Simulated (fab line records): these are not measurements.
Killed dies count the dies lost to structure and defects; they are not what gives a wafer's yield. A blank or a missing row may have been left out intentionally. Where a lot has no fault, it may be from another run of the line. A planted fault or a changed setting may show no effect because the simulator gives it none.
What tool caused it? :: flow sky130 :: Sampling: 6 lots, 18 wafers, 2 of 708 route steps

== WHAT EACH GAUGE READ, for each wafer ==
SKY_LI_CONTACT_RS_MEAS_22: a four-point-probe measurement.
lot: L270
measured: day 29 23:37
on: film_metro-01
LI_CONTACT_W_RS (ohm/sq): 0.286 0.279 0.279

lot: L271
measured: day 30 16:56
on: film_metro-04
LI_CONTACT_W_RS (ohm/sq): 0.283 0.287 0.292

lot: L274
measured: day 31 08:49
on: film_metro-01
LI_CONTACT_W_RS (ohm/sq): 0.285 0.286 0.288

lot: L282
measured: day 34 08:07
on: film_metro-01
LI_CONTACT_W_RS (ohm/sq): 0.332 0.329 0.335 0.332 0.328 0.335

lot: L286
measured: day 34 18:05
on: film_metro-01
LI_CONTACT_W_RS (ohm/sq): 0.289 0.282 0.288

lot: L288
measured: day 35 10:42
on: film_metro-01
LI_CONTACT_W_RS (ohm/sq): 0.286 0.287 0.291

== TOOL THAT RAN EACH LOT (tool first, then ch and the chambers of the sampled wafers, then the start) ==
lot: L270
SKY_LI_CONTACT_CVD_21: cvd_w-02 ch 0,1, day 29 23:29

lot: L271
SKY_LI_CONTACT_CVD_21: cvd_w-01 ch 0,1, day 30 16:49

lot: L274
SKY_LI_CONTACT_CVD_21: cvd_w-02 ch 0,1, day 31 08:41

lot: L282
SKY_LI_CONTACT_CVD_21: cvd_w-01 ch 0, day 34 07:52

lot: L286
SKY_LI_CONTACT_CVD_21: cvd_w-02 ch 0,1, day 34 17:57

lot: L288
SKY_LI_CONTACT_CVD_21: cvd_w-02 ch 0,1, day 35 10:35
- SKY_LI_CONTACT_CVD_21: deposits W, target thk 400 nm, time 120.56 s.

== THE ANSWER, worked out from the rows above alone ==
Rule: the lots themselves supply what counts as usual. The widest of any qualifying gaps counts: lots, ordered by their means at a reading, are off when they make up no more than a third of the lots, leave a main group of 4 or more, and stand apart from it by 3 or more times the standard deviation of that group's means. A main group whose means are all the same, to the digits that the tables above print for the reading, isn't used. Also off: a lot with no number at a reading for which 4 or more lots have one. All remaining lots with rows at the step are treated as sound.
Off: L282, seen at SKY_LI_CONTACT_RS_MEAS_22 (LI_CONTACT_W_RS). Mean 0.286 ohm/sq and standard deviation 0.0024 in the main group.
A tool fits if, at a process step before that reading, it ran every lot that is off, and no sound lot after the first of them. The gauges at SKY_LI_CONTACT_RS_MEAS_22 are tried like those tools. One fits: cvd_w-01 at SKY_LI_CONTACT_CVD_21. Its last sound lot is L271 (day 30 16:49), its first lot that is off L282 (day 34 07:52): a fault that began between those two fits.

== WHAT THE SIMULATOR PUT IN ==
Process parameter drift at SKY_LI_CONTACT_CVD_21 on cvd_w-01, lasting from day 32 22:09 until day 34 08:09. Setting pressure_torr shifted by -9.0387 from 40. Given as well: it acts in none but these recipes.
Shown lots that were struck: L282. The rule given above showed the same thing.
